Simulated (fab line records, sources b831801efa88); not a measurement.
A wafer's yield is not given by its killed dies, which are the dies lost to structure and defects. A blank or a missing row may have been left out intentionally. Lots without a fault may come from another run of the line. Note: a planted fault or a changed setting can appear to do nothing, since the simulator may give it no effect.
Code-filled problem report in 8D (eight disciplines) form + flow gf180mcu + the parts of the form that need people (team, actions taken, sign-off) are left out

== 1. WHAT IS WRONG ==
Wafers without a fault read 399.5 nm, standard deviation 2.3; cd_nm at GF_NSD_CD_MEAS_07 reads a mean of 385.1 nm on 6 wafers belonging to 2 lots. Relative to the usual mean, that is a shift of -6.3 standard deviations.
The step: target cd 400 nm.
First observed at day 20 19:19: wafer L336.1, on cd_sem-01. The record holds 42 wafers of 14 lots with a number at this step. Rule for "out" (also "out of limits"): further than 4 standard deviations from the usual mean. The other wafers with a number count as sound.

== 2. WHAT IT IS, AND WHAT IT ISN'T ==
| question                    | is                     | is not                                                                 |
|-----------------------------|------------------------|------------------------------------------------------------------------|
| which readings at this step | cd_nm                  | -                                                                      |
| which lots                  | L336, L337             | L315, L316, L317, L321, L322, L323, L324, L326, L327, L333, L334, L338 |
| which wafers of those lots  | all that have a number | -                                                                      |
| read on which gauges        | cd_sem-01              | cd_sem-02                                                              |
| when                        | from day 20 19:19      | up to then (33 sound wafers); but 3 sound wafers of L338 came after    |

== 3. THE SUSPECTS, EACH WITH WHAT RULES IT OUT ==
Counting: a tool at any process step up to the reading remains a suspect when it ran all the lots that are out and ran no sound lot after the first of those.
- the gauge at GF_NSD_CD_MEAS_07: ruled out. All the wafers that are out were read on cd_sem-01, but those of them that GF_NSD_EXPOSE_04 has rows for are out there too, on other tools.
- iline_stepper-02 at GF_NSD_EXPOSE_04 (exposes mask Nplus, target cd 400 nm): kept. All lots that are out passed through it, beginning with L336 at day 20 07:32, and no sound lot followed; its final sound lot before that point was L334 at day 19 09:23. Out on those wafers are its own readings of exposure_dose_mJ_cm2.
The count leaves iline_stepper-02 at GF_NSD_EXPOSE_04.

== 4. THE CAUSE (what the simulator had put in) ==
Process parameter drift: iline_stepper-02, from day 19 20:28 on, at GF_NSD_EXPOSE_04. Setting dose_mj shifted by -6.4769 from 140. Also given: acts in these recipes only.
The count eliminated every tool but this one.

== 5. SEQUENCE OF EFFECTS, ordered by route ==
Each row: a reading where the mean over the struck wafers with a number is more than 3 standard deviations away from the usual. Only readings for which the record gives a usual standard deviation are gone through. hours: the time from each lot's start at the first step in this table that gives one to its start at this step, as a median over the lots. sigmas: the change in usual standard deviations.
| hours | step              | reading              | usual    | on struck wafers | change | sigmas |
|-------|-------------------|----------------------|----------|------------------|--------|--------|
| 0     | GF_NSD_EXPOSE_04  | exposure_dose_mJ_cm2 | 139.96   | 133.53           | -6.43  | -49    |
| 12    | GF_NSD_CD_MEAS_07 | cd_nm                | 399.5 nm | 385.1            | -14.4  | -6.3   |
The process steps in it:
- GF_NSD_EXPOSE_04: exposes mask Nplus, target cd 400 nm.
At these later measuring or inspecting steps, every struck wafer for which the step has a row has a number for every such reading, and none has moved that far: GF_PSD_RS_MEAS_14.

== 6. HOW IT WOULD HAVE BEEN CAUGHT EARLIER ==
Counted from the fault's start at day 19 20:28, it took 23 hours until the first out-of-limits reading at a measuring or inspecting step in this record, taken at day 20 19:19.
At GF_NSD_EXPOSE_04, the tool's own readings (exposure_dose_mJ_cm2) were out on each struck wafer the step has a row for, so an alarm limit on them would have fired on the first such wafer.
The start of GF_NSD_EXPOSE_04 on iline_stepper-02 came by day 20 19:19 for every one of the lots that are out (2). Holding the tool at that point would not have protected any of them.
